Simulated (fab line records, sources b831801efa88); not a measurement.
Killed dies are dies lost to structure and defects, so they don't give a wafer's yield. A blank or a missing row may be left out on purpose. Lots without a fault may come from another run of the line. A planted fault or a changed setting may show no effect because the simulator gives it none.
A struck lot beside a sound one | flow gf180mcu | 13 steps out of a route of 602
Sound: wafers L230.1, L230.4, L230.6. Struck: wafers L240.1, L240.2, L240.6. The cause comes at the end.
At each step with rows: each side's tool, then ch and its chambers, then its first start. Under that, the readings that differ: sound wafers | struck wafers | difference of the means | sigmas: that difference in standard deviations of wafers without a fault.
alike: readings whose means differ by less than 2 such deviations, and words and numbers that are the same on both sides. not compared: withheld readings, readings that some wafer has no value for, bounds like >300 that may hide the same value, and numbers for which the record gives no deviation and whose values overlap.
The two part at a step that has a row with sigmas, a row that says differs or no value, or rows on one side only. Numbers that don't overlap but have no deviation are shown without sigmas and don't part them. A reading that every wafer of one side lacks parts them only if that side has two wafers or more.

GF_V2_CD_MEAS_14: target cd 260 nm.
  sound on cd_sem-01, day 23 08:13; struck on cd_sem-02, day 26 10:26
  alike: cd_nm
GF_V2_OVL_MEAS_15:
  sound on overlay-01, day 23 08:20; struck on overlay-02, day 26 10:33
  alike: V2_OVL
GF_V2_ETCH_16: etches BARC in N2/H2.
  sound on rie_diel-02 ch 0,1,2, day 23 08:23; struck on rie_diel-02 ch 0,1,3, day 26 10:35
  alike: drypump_motor_current_A, oes_product_au, throttle_valve_pct
then, 1 step without rows for these wafers: GF_V2_ETCH_17 (etches SiO2 in C4F8/O2/Ar, stops on TiN, target depth 630 nm).
GF_V2_STRIP_18: strips in O2/N2.
  sound on plasma_asher-02 ch 1, day 23 08:31; struck on plasma_asher-02 ch 0,1, day 26 10:43
  alike: drypump_motor_current_A, heater_power_w, oes_product_au
  not compared: rf_hours_counter_h
then, 2 steps without rows for these wafers: GF_V2_STRIP_19 (strips in post etch residue remover, time 1200 s); GF_V2_CLEAN_20 (cleans in DIW).
GF_V2_SPUTTER_21: material Ti, target thk 15 nm, time 80.02 s.
  sound on pvd_sputter-01, day 23 09:05; struck on pvd_sputter-03, day 26 11:16
  alike: cathode_dc_power_W, throttle_valve_pct
GF_V2_SPUTTER_22: material TiN, target thk 10 nm, time 40 s.
  sound on pvd_sputter-01, day 23 09:09; struck on pvd_sputter-03, day 26 11:19
  alike: cathode_dc_power_W, throttle_valve_pct
GF_V2_CVD_23: deposits W, target thk 350 nm, time 104.94 s.
  sound on cvd_w-02 ch 0,1, day 23 09:11; struck on cvd_w-02 ch 0,1, day 26 11:22
  alike: chamber_pressure_Torr, heater_power_w
  not compared: since_wet_clean_h
GF_V2_RS_MEAS_24: measures by four-point-probe.
  sound on film_metro-02, day 23 09:18; struck on film_metro-04, day 26 11:28
  alike: V2_W_RS
GF_V2_THK_MEAS_25: measures by xrf.
  sound on film_metro-02, day 23 09:25; struck on film_metro-04, day 26 11:35
  alike: V2_W_THK
GF_V2_CMP_26: polishes, stops on SiO2, t overpolish 15 s, target thk 0 nm.
  sound on cmp-02 ch 0,2, day 23 09:32; struck on cmp-02 ch 1,2, day 26 11:42
  no value came back on the struck wafers for any of 5 readings (edge_zone_pressure_frac, head_pressure_psi (psi) and others); on the sound wafers edge_zone_pressure_frac reads 1.001 0.999 1.005
  reading                          | sound | struck            | difference | sigmas
  model.W_of_V2_CVD_23.thk_nm (nm) | 0 0 0 | 347.6 352.9 352.2 | +350.9     |
  not compared: model.SiO2_of_V2_CVD_02.thk_nm

WHERE THEY PART
Only at GF_V2_CMP_26, within this record.

WHY: what the simulator had put in
Skipped step whole: cmp-02, from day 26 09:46 on, at GF_V2_CMP_26. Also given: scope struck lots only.
